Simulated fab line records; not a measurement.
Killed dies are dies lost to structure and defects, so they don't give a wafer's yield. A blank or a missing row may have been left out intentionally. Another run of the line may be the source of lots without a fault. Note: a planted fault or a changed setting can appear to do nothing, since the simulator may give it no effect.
2 desks, one fault    flow gf180mcu    every desk sees just its own numbers, and what lay behind them comes last

== FOR THE TOOL OWNER'S DESK: implanter-01 ==
The tool's own readings at GF_LVPWELL_IMPLANT_09, given as means over the sampled wafers that have a number, one for each lot that went through this tool. The brackets show how far a lot's mean lies from the usual mean; more than 4 standard deviations puts the lot out of limits, marked OUT.
Columns: A = beam-on-s at GF_LVPWELL_IMPLANT_09, usual 9.99 s; B = dose-ions-cm2 at GF_LVPWELL_IMPLANT_09, usual 5e+12; C = faraday-current-uA at GF_LVPWELL_IMPLANT_09, usual 28.2; D = tilt-deg at GF_LVPWELL_IMPLANT_09, usual 0.004 degrees
lot   first seen here  A      B                        C                D
L624  day 4 15:08      9.92   5e+12                    28.4             0.000
L626  day 5 00:19      9.94   5e+12                    28.4             0.007
L628  day 5 15:59      10.19  5e+12                    27.8             -0.010
L629  day 5 20:51      10.13  5e+12                    27.8             -0.010
L632  day 6 09:57      9.88   6e+12 (+99 or more) OUT  32.4 (+7.1) OUT  0.003
L633  day 6 18:39      10.11  6e+12 (+99 or more) OUT  31.6 (+5.7) OUT  -0.003
This desk's finding: out of limits on L632, L633; first on L632, day 6 09:57 (dose-ions-cm2 at GF_LVPWELL_IMPLANT_09). L624, L626, L628, L629: within limits.

== THE METROLOGY DESK ==
What the gauges read, lot by lot, whatever tool the lot ran on: means of the sampled wafers that have a number. The brackets show how far a lot's mean lies from the usual mean; more than 4 standard deviations puts the lot out of limits, marked OUT.
Columns: A = NWELL_OVL at GF_NWELL_OVL_MEAS_07, usual -0.3 nm; B = LVPWELL_RS at GF_VT_IMPLANT_RS_MEAS_48, usual 1195.9 ohm/sq; C = HV_LDD_02_OVL at GF_HV_LDD_OVL_MEAS_32, usual 0.6 nm
lot   first seen here  A     B                 C
L623  day 3 17:49      -1.1  1196.8            0.3
L624  day 4 00:27      -2.6  1198.5            -0.2
L626  day 4 10:01      -1.8  1191.6            0.1
L627  day 4 16:57      -0.5  1198.5            -0.6
L628  day 5 02:06      0.1   1192.9            1.8
L629  day 5 05:49      -0.4  1194.9            -0.3
L631  day 5 14:33      -1.3  1194.0            0.2
L632  day 5 18:07      0.6   1166.7 (-11) OUT  0.5
L633  day 6 02:45      0.5   1166.9 (-11) OUT  0.4
L639  day 7 12:33      0.1   1193.8            1.4
L641  day 7 20:46      0.1   1194.9            0.4
L642  day 8 03:25      1.7   1193.5            1.2
L643  day 8 08:19      -0.4  1195.1            1.3
This desk's result: L632, L633 out of limits, first on L632 (LVPWELL_RS at GF_VT_IMPLANT_RS_MEAS_48), day 10 15:47. L623, L624, L626, L627, L628, L629, L631, L639, L641, L642, L643: within limits.

== BROUGHT TOGETHER ==
On L632, L633, at day 6 09:57, an alarm was possible from the tool owner's desk.
On L632, L633, the metrology desk was in a position to raise an alarm at day 10 15:47.
On implanter-01, each named lot ran GF_LVPWELL_IMPLANT_09.

== WHAT THE SIMULATOR PUT IN ==
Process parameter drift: implanter-01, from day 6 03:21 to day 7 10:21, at GF_LVPWELL_IMPLANT_09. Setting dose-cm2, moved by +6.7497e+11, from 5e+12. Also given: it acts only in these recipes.
Struck lots among those shown: L632, L633.
Time in hours from fault onset to the first out-of-limits reading at each desk: tool owner's desk 7, metrology desk 108.
